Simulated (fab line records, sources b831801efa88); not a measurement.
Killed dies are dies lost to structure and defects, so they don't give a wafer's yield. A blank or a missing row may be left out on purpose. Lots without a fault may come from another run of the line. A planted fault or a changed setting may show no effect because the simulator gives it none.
fab line records | flow sky130
record lots=24 wafers=72 last_day=50
route steps=708 shown METAL1@437 VIA2@523 METAL3@565 METAL5@664 PASSIVATION@682
lots that met no fault: from a run of the same line without faults
start_h: hours from the record's first day to the start of the lot's first wafer shown | wait_h: hours since the lot's step before | " the same as in the row above | L1.1+2: a row that stands for several wafers | - no value, or no start given | * or withheld: withheld | < > ~ a bound
route shown NAME@n: a module of which the file shows steps, and the number in the route of the first | usual: mean/standard deviation of fault-free wafers | same: alike in all rows | chamber/n: place in a boat | sites: the reading at each site | _std_site: their standard deviation | _edge_site: outer sites' mean less inner sites' | radius_mm: how far each site lies from the wafer's centre | mask NAME#n: copy n | behind: the tool/chamber that last shaped the wafer | hold: why the lot was held/for how many hours/how that ended | device: the transistor (n, p or np) that didn't switch | end of line: the same wafers' tests at the end of the route | a step without rows: its recipe alone | killed: dies lost to structure and defects at the first sort, not the wafer's yield | map: a wafer's dies, x killed, . not, _ none there
set.NAME: the setting as run; set.NAME@STEP: as run at that earlier step | model.NAME: the simulator's own value behind a step, which no gauge read
steps of the route over a sample of lots; a table a step, a row a wafer
services: from which hour (start_h, from the record's first day; less than 0 if before it) a tool's chamber was out of use, for how many hours, and why
## steps
# step SKY_METAL1_SPUTTER_03
# recipe material=Ti target_thk_nm=5 power_w=3000 time_s=3.3 chamber_pressure_pa=0.4
# usual throttle_valve_pct=30.1/0.74
# columns lot.wafer tool chamber start_h wait_h throttle_valve_pct
L074.3 pvd_sputter-03 - 756.00 0.0 29.9
L074.4 " - " " 30.8
L074.5 " - " " 30.5
L075.2 pvd_sputter-01 - 761.93 0.0 30.8
L075.3 " - " " 30.7
L075.5 " - " " 30.7
L076.4 pvd_sputter-04 - 774.50 0.0 30.1
L076.5 " - " " 30.6
L076.6 " - " " 30.3
L077.1 pvd_sputter-03 - 776.34 0.0 30.2
L077.2 " - " " 30.7
L077.6 " - " " 28.8
L078.2 pvd_sputter-03 - 780.31 0.0 30.5
L078.3 " - " " 30.1
L078.4 " - " " 28.5
L079.1 pvd_sputter-03 - 782.88 0.0 30.3
L079.3 " - " " 30.6
L079.6 " - " " 30.6
L080.2 pvd_sputter-03 - 793.39 0.0 30.2
L080.5 " - " " 28.7
L080.6 " - " " 30.5
L081.1 pvd_sputter-01 - 798.02 0.0 29.3
L081.4 " - " " 30.3
L081.6 " - " " 31.2
L082.1 pvd_sputter-03 - 810.35 0.0 30.4
L082.5 " - " " 28.4
L082.6 " - " " 30.5
L083.2 pvd_sputter-03 - 816.03 0.0 30.4
L083.3 " - " " 28.3
L083.5 " - " " 29.9
L084.3 pvd_sputter-01 - 821.53 0.0 30.2
L084.4 " - " " 29.4
L084.6 " - " " 30.5
L085.1 pvd_sputter-03 - 826.55 0.0 30.4
L085.2 " - " " 28.5
L085.3 " - " " 30.1
L086.1 pvd_sputter-01 - 828.95 0.0 30.7
L086.4 " - " " 30.4
L086.5 " - " " 30.6
L088.1 pvd_sputter-04 - 846.67 0.0 30.0
L088.3 " - " " 30.5
L088.5 " - " " 30.0
L087.2 pvd_sputter-04 - 848.73 0.0 29.9
L087.3 " - " " 30.4
L087.4 " - " " 30.8
L089.3 pvd_sputter-04 - 855.14 0.0 30.8
L089.4 " - " " 29.9
L089.6 " - " " 30.4
L091.1 pvd_sputter-04 - 866.11 0.0 30.7
L091.3 " - " " 29.7
L091.6 " - " " 30.4
L090.1 pvd_sputter-03 - 868.51 0.0 30.4
L090.3 " - " " 31.0
L090.6 " - " " 30.5
L092.1 pvd_sputter-03 - 874.71 0.0 30.5
L092.5 " - " " 30.5
L092.6 " - " " 30.4
L093.2 pvd_sputter-04 - 886.63 0.0 30.7
L093.3 " - " " 30.2
L093.6 " - " " 30.6
L094.2 pvd_sputter-04 - 888.42 0.0 30.6
L094.5 " - " " 30.4
L094.6 " - " " 30.5
L095.2 pvd_sputter-01 - 904.59 0.0 30.8
L095.4 " - " " 29.4
L095.5 " - " " 30.7
L096.3 pvd_sputter-03 - 907.78 0.0 30.7
L096.4 " - " " 30.2
L096.5 " - " " 30.3
L097.1 pvd_sputter-01 - 910.53 0.0 30.2
L097.3 " - " " 30.9
L097.5 " - " " 30.2
# step SKY_VIA2_STRIP_16
# recipe chemistry=O2/N2 power_w=1400 pressure_mtorr=1500 platen_temp_c=withheld o2_flow_sccm=3000 n2_flow_sccm=300 overash_fraction=0.5
# usual drypump_motor_current_A=5.5/0.63 o2_flow_sccm=2999/8.5 oes_product_au=0.398/0.0044 strip_time_to_endpoint_s=4.05/0.032
# columns lot.wafer tool chamber start_h wait_h drypump_motor_current_A o2_flow_sccm oes_product_au rf_hours_counter_h strip_time_to_endpoint_s
L074.3 plasma_asher-02 1 866.13 0.1 5.4 2996 0.403 - 4.02
L074.4 " 0 " " 5.0 3006 0.401 - 4.02
L074.5 " 1 " " 5.4 2998 0.398 - 4.00
L075.2 plasma_asher-01 1 875.19 0.0 5.6 3008 0.401 13 4.11
L075.3 " 1 " " 5.6 3011 0.400 - 4.04
L075.5 " 0 " " 6.4 3006 0.396 - 4.04
L076.4 plasma_asher-03 0 886.57 0.1 4.9 2996 0.396 - 4.03
L076.5 " 1 " " 6.3 2996 0.403 - 4.06
L076.6 " 0 " " 4.9 3007 0.403 - 4.05
L077.1 plasma_asher-03 1 886.89 0.0 6.3 2995 0.393 75 4.02
L077.2 " 0 " " 4.9 2996 0.392 75 4.00
L077.6 " 0 " " 4.9 3005 0.398 - 4.05
L078.2 plasma_asher-03 0 891.25 0.0 4.9 2994 0.394 75 4.01
L078.3 " 0 " " 4.9 2993 0.398 - 4.06
L078.4 " 1 " " 6.4 3000 0.398 - 4.05
L079.1 plasma_asher-03 0 892.83 0.0 4.9 3007 0.396 75 4.06
L079.3 " 0 " " 4.9 3003 0.394 - 4.03
L079.6 " 1 " " 6.3 3001 0.399 - 4.04
L080.2 plasma_asher-01 1 904.19 0.0 5.6 2991 0.400 16 4.06
L080.5 " 0 " " 6.4 2990 0.396 - 3.96
L080.6 " 1 " " 5.6 3004 0.404 - 4.06
L081.1 plasma_asher-02 0 907.93 0.0 4.9 3004 0.397 47 4.07
L081.4 " 1 " " 5.4 3003 0.398 - 4.08
L081.6 " 1 " " 5.4 3001 0.401 - 4.02
L082.1 plasma_asher-03 0 919.70 0.0 4.9 3007 0.391 78 4.06
L082.5 " 0 " " 4.9 2998 0.399 - 4.07
L082.6 " 1 " " 6.3 3003 0.398 - 4.02
L083.2 plasma_asher-02 0 923.93 0.0 4.9 2985 0.397 49 4.07
L083.3 " 1 " " 5.4 2986 0.404 - 4.08
L083.5 " 1 " " 5.4 3001 0.401 - 4.05
L084.3 plasma_asher-03 1 930.63 0.1 6.3 2988 0.394 - 4.08
L084.4 " 0 " " 4.9 3003 0.402 - 4.09
L084.6 " 0 " " 4.9 2995 0.394 - 4.09
L085.1 plasma_asher-01 1 934.05 0.0 5.6 2981 0.395 19 4.08
L085.2 " 0 " " 6.4 3004 0.396 19 4.07
L085.3 " 0 " " 6.4 2999 0.396 - 4.00
L086.1 plasma_asher-03 1 937.15 0.0 6.3 3005 0.391 80 3.99
L086.4 " 1 " " 6.4 3008 0.395 - 4.07
L086.5 " 1 " " 6.4 2995 0.402 - 4.04
L088.1 plasma_asher-02 0 953.59 0.0 4.9 2993 0.393 51 4.05
L088.3 " 1 " " 5.4 3009 0.394 - 3.98
L088.5 " 1 " " 5.4 3005 0.405 - 4.07
L087.2 plasma_asher-03 0 954.73 0.0 4.9 3006 0.399 82 4.07
L087.3 " 1 " " 6.3 3009 0.398 - 4.03
L087.4 " 0 " " 4.9 3003 0.399 - 4.03
L089.3 plasma_asher-02 1 961.91 0.1 5.4 2990 0.399 - 4.09
L089.4 " 0 " " 4.9 3020 0.387 - 4.06
L089.6 " 1 " " 5.4 2983 0.393 - 4.04
L091.1 plasma_asher-03 1 971.24 0.0 6.3 2996 0.397 84 4.02
L091.3 " 0 " " 4.9 2996 0.394 - 4.05
L091.6 " 0 " " 4.9 3000 0.412 - 4.03
L090.1 plasma_asher-02 0 972.65 0.0 5.0 2989 0.396 53 4.05
L090.3 " 0 " " 4.9 2993 0.405 - 4.09
L090.6 " 0 " " 4.9 2992 0.403 - 4.08
L092.1 plasma_asher-02 0 978.35 0.0 4.9 3007 0.395 54 4.01
L092.5 " 1 " " 5.4 3014 0.400 - 4.01
L092.6 " 0 " " 4.9 3005 0.399 - 4.09
L093.2 plasma_asher-03 0 988.70 0.0 4.9 3012 0.400 86 4.07
L093.3 " 1 " " 6.3 3000 0.400 - 4.07
L093.6 " 0 " " 4.9 2992 0.396 - 4.09
L094.2 plasma_asher-03 0 991.54 0.0 4.9 3004 0.402 86 4.08
L094.5 " 1 " " 6.3 3000 0.398 - 4.02
L094.6 " 0 " " 4.9 2992 0.400 - 4.08
L095.2 plasma_asher-03 0 1006.00 0.0 4.9 2992 0.401 87 4.07
L095.4 " 0 " " 4.9 3012 0.399 - 4.02
L095.5 " 1 " " 6.3 3013 0.395 - 4.05
L096.3 plasma_asher-01 1 1008.23 0.1 5.6 3009 0.402 - 4.12
L096.4 " 0 " " 6.4 2991 0.399 - 4.09
L096.5 " 0 " " 6.4 3005 0.400 - 4.13
L097.1 plasma_asher-02 1 1012.40 0.0 5.4 3006 0.397 58 4.08
L097.3 " 1 " " 5.4 2985 0.393 - 4.02
L097.5 " 0 " " 5.0 2999 0.400 - 4.05
# step SKY_VIA2_THK_MEAS_23
# recipe thk_meas_gauge=xrf reads=W_of_VIA2_CVD_21
# usual VIA2_W_THK=395/6.9
# columns lot.wafer tool chamber start_h wait_h VIA2_W_THK[nm]
L074.3 film_metro-01 - 867.03 0.1 397
L074.4 " - " " 395
L074.5 " - " " 400
L075.2 film_metro-01 - 876.10 0.1 403
L075.3 " - " " 397
L075.5 " - " " 404
L076.4 film_metro-03 - 887.47 0.1 388
L076.5 " - " " 392
L076.6 " - " " 387
L077.1 film_metro-01 - 887.82 0.1 399
L077.2 " - " " 393
L077.6 " - " " 402
L078.2 film_metro-01 - 892.16 0.1 405
L078.3 " - " " 390
L078.4 " - " " 399
L079.1 film_metro-03 - 893.77 0.1 378
L079.3 " - " " 385
L079.6 " - " " 378
L080.2 film_metro-01 - 905.11 0.1 392
L080.5 " - " " 391
L080.6 " - " " 399
L081.1 film_metro-04 - 908.83 0.1 388
L081.4 " - " " 397
L081.6 " - " " 399
L082.1 film_metro-03 - 920.61 0.1 388
L082.5 " - " " 386
L082.6 " - " " 389
L083.2 film_metro-03 - 924.84 0.1 387
L083.3 " - " " 393
L083.5 " - " " 393
L084.3 film_metro-01 - 931.56 0.1 397
L084.4 " - " " 403
L084.6 " - " " 396
L085.1 film_metro-04 - 934.97 0.1 405
L085.2 " - " " 399
L085.3 " - " " 404
L086.1 film_metro-04 - 938.07 0.1 399
L086.4 " - " " 402
L086.5 " - " " 394
L088.1 film_metro-04 - 954.49 0.1 389
L088.3 " - " " 400
L088.5 " - " " 392
L087.2 film_metro-04 - 955.64 0.1 404
L087.3 " - " " 400
L087.4 " - " " 401
L089.3 film_metro-04 - 962.86 0.1 396
L089.4 " - " " 395
L089.6 " - " " 400
L091.1 film_metro-01 - 972.18 0.1 408
L091.3 " - " " 412
L091.6 " - " " 404
L090.1 film_metro-01 - 973.56 0.1 405
L090.3 " - " " 405
L090.6 " - " " 406
L092.1 film_metro-03 - 979.29 0.1 390
L092.5 " - " " 394
L092.6 " - " " 385
L093.2 film_metro-03 - 989.66 0.1 392
L093.3 " - " " 394
L093.6 " - " " 394
L094.2 film_metro-03 - 992.45 0.1 383
L094.5 " - " " 380
L094.6 " - " " 383
L095.2 film_metro-04 - 1006.91 0.1 400
L095.4 " - " " 396
L095.5 " - " " 396
L096.3 film_metro-03 - 1009.12 0.1 392
L096.4 " - " " 391
L096.5 " - " " 389
L097.1 film_metro-04 - 1013.30 0.1 399
L097.3 " - " " 398
L097.5 " - " " 395
# step SKY_METAL3_DESCUM_15
# recipe chemistry=O2 source_power_w=150 bias_power_w=0 pressure_mtorr=10 temp_c=40 time_s=8
# usual drypump_motor_current_A=5.7/0.5 oes_product_au=1.004/0.017
# columns lot.wafer tool chamber start_h wait_h drypump_motor_current_A oes_product_au rf_hours_counter_h
L074.3 rie_metal-04 1 919.37 0.0 5.8 0.999 -
L074.4 " 0 " " 4.8 1.018 -
L074.5 " 0 " " 4.8 1.011 -
L075.2 rie_metal-04 1 928.41 0.0 5.8 1.004 16
L075.3 " 0 " " 4.8 1.017 -
L075.5 " 0 " " 4.8 1.026 -
L077.1 rie_metal-01 0 939.29 0.0 5.1 1.023 5
L077.2 " 1 " " 5.9 1.008 15
L077.6 " 1 " " 5.9 1.010 -
L076.4 rie_metal-04 0 941.14 0.0 4.8 1.020 -
L076.5 " 0 " " 4.8 1.020 -
L076.6 " 0 " " 4.8 1.025 -
L078.2 rie_metal-02 0 942.94 0.0 6.3 0.984 9
L078.3 " 0 " " 6.2 0.991 -
L078.4 " 1 " " 5.9 1.007 -
L079.1 rie_metal-04 0 945.82 0.0 4.8 1.027 15
L079.3 " 0 " " 4.8 1.008 -
L079.6 " 0 " " 4.8 0.999 -
L080.2 rie_metal-02 1 955.51 0.0 5.8 1.004 17
L080.5 " 0 " " 6.2 0.981 -
L080.6 " 1 " " 5.8 1.005 -
L081.1 rie_metal-02 0 958.86 0.0 6.2 0.975 10
L081.4 " 1 " " 5.8 1.008 -
L081.6 " 1 " " 5.8 1.008 -
L082.1 rie_metal-02 0 970.87 0.0 6.3 0.976 10
L082.5 " 0 " " 6.3 0.981 -
L082.6 " 1 " " 5.8 0.997 -
L083.2 rie_metal-02 0 974.89 0.0 6.2 0.974 10
L083.3 " 1 " " 5.8 1.009 -
L083.5 " 0 " " 6.2 0.985 -
L084.3 rie_metal-01 1 980.93 0.0 5.9 1.017 -
L084.4 " 0 " " 5.1 1.034 -
L084.6 " 1 " " 5.9 1.006 -
L085.1 rie_metal-02 1 984.31 0.0 5.8 1.005 19
L085.2 " 0 " " 6.2 0.993 11
L085.3 " 1 " " 5.8 1.005 -
L086.1 rie_metal-01 0 987.59 0.0 5.1 1.035 7
L086.4 " 0 " " 5.1 1.041 -
L086.5 " 0 " " 5.1 1.035 -
L088.1 rie_metal-01 0 1003.76 0.0 5.1 1.038 8
L088.3 " 0 " " 5.1 1.039 -
L088.5 " 1 " " 5.9 1.003 -
L087.2 rie_metal-02 0 1004.46 0.0 6.3 0.995 12
L087.3 " 1 " " 5.8 1.005 -
L087.4 " 0 " " 6.2 0.982 -
L089.3 rie_metal-01 1 1011.57 0.0 5.9 1.003 -
L089.4 " 0 " " 5.1 1.036 -
L089.6 " 1 " " 5.9 1.002 -
L091.1 rie_metal-02 1 1020.72 0.0 5.8 1.002 21
L091.3 " 1 " " 5.8 1.004 -
L091.6 " 0 " " 6.2 0.979 -
L092.1 rie_metal-02 0 1027.17 0.0 6.2 0.981 13
L092.5 " 0 " " 6.3 0.985 -
L092.6 " 1 " " 5.9 1.001 -
L090.1 rie_metal-02 0 1028.11 0.0 6.2 0.987 14
L090.3 " 1 " " 5.8 1.007 -
L090.6 " 1 " " 5.9 0.999 -
L093.2 rie_metal-04 1 1036.56 0.0 5.8 0.986 5
L093.3 " 1 " " 5.8 0.986 -
L093.6 " 1 " " 5.8 0.978 -
L094.2 rie_metal-01 0 1038.69 0.0 5.1 1.032 11
L094.5 " 1 " " 5.9 1.008 -
L094.6 " 0 " " 5.1 1.035 -
L095.2 rie_metal-02 1 1053.86 0.0 5.8 1.008 23
L095.4 " 1 " " 5.8 1.014 -
L095.5 " 1 " " 5.8 1.000 -
L096.3 rie_metal-02 1 1055.82 0.0 5.8 0.993 -
L096.4 " 0 " " 6.3 0.968 -
L096.5 " 1 " " 5.8 1.009 -
L097.1 rie_metal-02 0 1059.16 0.0 6.2 0.982 16
L097.3 " 1 " " 5.8 1.010 -
L097.5 " 0 " " 6.2 0.987 -
# step SKY_METAL5_SPUTTER_03
# recipe material=Ti target_thk_nm=5 power_w=3000 time_s=3.3 chamber_pressure_pa=0.4
# usual throttle_valve_pct=30.2/1
# columns lot.wafer tool chamber start_h wait_h throttle_valve_pct
L074.3 pvd_sputter-01 - 1022.87 0.0 30.3
L074.4 " - " " 29.1
L074.5 " - " " 29.0
L075.2 pvd_sputter-03 - 1030.14 0.0 30.2
L075.3 " - " " 30.9
L075.5 " - " " 28.4
L077.1 pvd_sputter-03 - 1039.72 0.0 28.7
L077.2 " - " " 30.3
L077.6 " - " " 30.6
L076.4 pvd_sputter-02 - 1041.20 0.0 29.1
L076.5 " - " " 31.2
L076.6 " - " " 29.2
L078.2 pvd_sputter-03 - 1042.71 0.0 28.4
L078.3 " - " " 30.5
L078.4 " - " " 30.7
L079.1 pvd_sputter-01 - 1047.39 0.0 30.8
L079.3 " - " " 31.1
L079.6 " - " " 30.4
L080.2 pvd_sputter-03 - 1056.09 0.0 30.4
L080.5 " - " " 28.5
L080.6 " - " " 30.1
L081.1 pvd_sputter-03 - 1068.95 0.0 30.3
L081.4 " - " " 30.9
L081.6 " - " " 28.4
L082.1 pvd_sputter-03 - 1070.86 0.0 30.2
L082.5 " - " " 30.3
L082.6 " - " " 28.6
L083.2 pvd_sputter-02 - 1073.10 0.0 31.6
L083.3 " - " " 31.9
L083.5 " - " " 31.4
L084.3 pvd_sputter-03 - 1077.88 0.0 30.7
L084.4 " - " " 28.6
L084.6 " - " " 30.3
L085.1 pvd_sputter-02 - 1081.26 0.0 29.1
L085.2 " - " " 32.1
L085.3 " - " " 31.6
L086.1 pvd_sputter-02 - 1084.33 0.0 31.7
L086.4 " - " " 32.1
L086.5 " - " " 31.8
L087.2 pvd_sputter-01 - 1100.22 0.0 29.9
L087.3 " - " " 30.5
L087.4 " - " " 29.4
L088.1 pvd_sputter-03 - 1100.51 0.0 30.5
L088.3 " - " " 30.4
L088.5 " - " " 30.4
L089.3 pvd_sputter-01 - 1104.29 0.0 30.2
L089.4 " - " " 30.6
L089.6 " - " " 30.9
L091.1 pvd_sputter-01 - 1114.10 0.0 30.7
L091.3 " - " " 29.2
L091.6 " - " " 30.2
L092.1 pvd_sputter-03 - 1119.72 0.0 28.8
L092.5 " - " " 30.1
L092.6 " - " " 30.9
L090.1 pvd_sputter-01 - 1120.36 0.0 30.8
L090.3 " - " " 29.2
L090.6 " - " " 29.4
L093.2 pvd_sputter-02 - 1128.38 0.0 28.8
L093.3 " - " " 31.5
L093.6 " - " " 31.2
L094.2 pvd_sputter-03 - 1130.91 0.0 30.2
L094.5 " - " " 30.2
L094.6 " - " " 30.7
L096.3 pvd_sputter-02 - 1145.78 0.0 31.2
L096.4 " - " " 32.0
L096.5 " - " " 31.8
L095.2 pvd_sputter-01 - 1148.66 0.0 30.8
L095.4 " - " " 30.0
L095.5 " - " " 30.6
L097.1 pvd_sputter-03 - 1149.86 0.0 30.6
L097.3 " - " " 28.6
L097.5 " - " " 28.6
# step SKY_PASSIVATION_THK_MEAS_01
# recipe reads=SiO2_of_PASSIVATION_CVD_00
# usual PASSIVATION_CVD_00_THK=90.1/1.5
# columns lot.wafer tool chamber start_h wait_h PASSIVATION_CVD_00_THK[nm]
L074.3 film_metro-02 - 1046.76 - 90.3
L074.4 " - " " 90.4
L074.5 " - " " 93.1
L075.2 film_metro-03 - 1053.59 - 90.1
L075.3 " - " " 87.6
L075.5 " - " " 90.8
L077.1 film_metro-03 - 1062.15 - 88.2
L077.2 " - " " 86.5
L077.6 " - " " 87.8
L076.4 film_metro-03 - 1063.41 - 92.8
L076.5 " - " " 90.8
L076.6 " - " " 91.2
L078.2 film_metro-01 - 1064.64 - 91.5
L078.3 " - " " 90.6
L078.4 " - " " 92.0
L079.1 film_metro-01 - 1070.22 - 89.2
L079.3 " - " " 90.6
L079.6 " - " " 90.3
L080.2 film_metro-01 - 1078.07 - 89.7
L080.5 " - " " 90.8
L080.6 " - " " 89.3
L081.1 film_metro-03 - 1091.22 - 89.4
L081.4 " - " " 90.7
L081.6 " - " " 90.6
L082.1 film_metro-03 - 1093.21 - 90.2
L082.5 " - " " 92.3
L082.6 " - " " 91.4
L083.2 film_metro-03 - 1094.48 - 88.4
L083.3 " - " " 88.2
L083.5 " - " " 89.7
L084.3 film_metro-03 - 1099.46 - 88.5
L084.4 " - " " 90.6
L084.6 " - " " 90.8
L085.1 film_metro-02 - 1103.72 - 89.4
L085.2 " - " " 87.6
L085.3 " - " " 89.9
L086.1 film_metro-01 - 1106.69 - 89.3
L086.4 " - " " 91.4
L086.5 " - " " 92.8
L087.2 film_metro-03 - 1122.09 - 88.5
L087.3 " - " " 91.5
L087.4 " - " " 90.7
L088.1 film_metro-03 - 1122.21 - 90.6
L088.3 " - " " 88.8
L088.5 " - " " 92.8
L089.3 film_metro-02 - 1125.15 - 90.6
L089.4 " - " " 88.9
L089.6 " - " " 91.4
L091.1 film_metro-03 - 1134.62 - 89.6
L091.3 " - " " 89.2
L091.6 " - " " 91.0
L092.1 film_metro-01 - 1140.72 - 88.4
L092.5 " - " " 90.6
L092.6 " - " " 90.5
L090.1 film_metro-02 - 1141.00 - 89.1
L090.3 " - " " 89.9
L090.6 " - " " 90.0
L093.2 film_metro-03 - 1148.24 - 87.2
L093.3 " - " " 86.7
L093.6 " - " " 87.7
L094.2 film_metro-02 - 1150.90 - 89.2
L094.5 " - " " 90.6
L094.6 " - " " 88.8
L096.3 film_metro-03 - 1164.91 - 90.1
L096.4 " - " " 91.2
L096.5 " - " " 90.9
L095.2 film_metro-01 - 1166.80 - 91.5
L095.4 " - " " 92.2
L095.5 " - " " 92.2
L097.1 film_metro-03 - 1168.32 - 88.8
L097.3 " - " " 90.4
L097.5 " - " " 90.9
## services
# columns tool chamber start_h hours kind
pvd_sputter-03 - 736.96 16.1 repair
pvd_sputter-01 - 738.66 0.6 repair
pvd_sputter-04 - 739.58 1.5 repair
rie_metal-02 - 742.88 1.7 repair
pvd_sputter-02 - 744.63 0.5 repair
rie_metal-01 0 761.55 1.1 repair
plasma_asher-03 - 799.25 2.8 pm
pvd_sputter-04 - 807.20 3.0 repair
rie_metal-02 - 810.71 0.8 repair
rie_metal-02 - 812.68 0.4 repair
pvd_sputter-04 - 824.55 9.4 repair
pvd_sputter-01 - 831.23 8.0 repair
pvd_sputter-01 - 848.44 4.2 repair
pvd_sputter-01 - 852.78 1.3 repair
rie_metal-02 1 882.80 4.5 repair
pvd_sputter-03 - 904.73 0.5 repair
plasma_asher-02 - 918.72 3.2 repair
pvd_sputter-04 - 925.62 4.7 repair
plasma_asher-02 - 943.61 5.7 repair
pvd_sputter-01 - 948.52 2.6 repair
pvd_sputter-04 - 954.48 9.7 repair
pvd_sputter-01 - 959.56 3.6 repair
pvd_sputter-04 - 1062.22 9.8 repair
pvd_sputter-03 - 1137.51 1.7 repair
## key
fault none
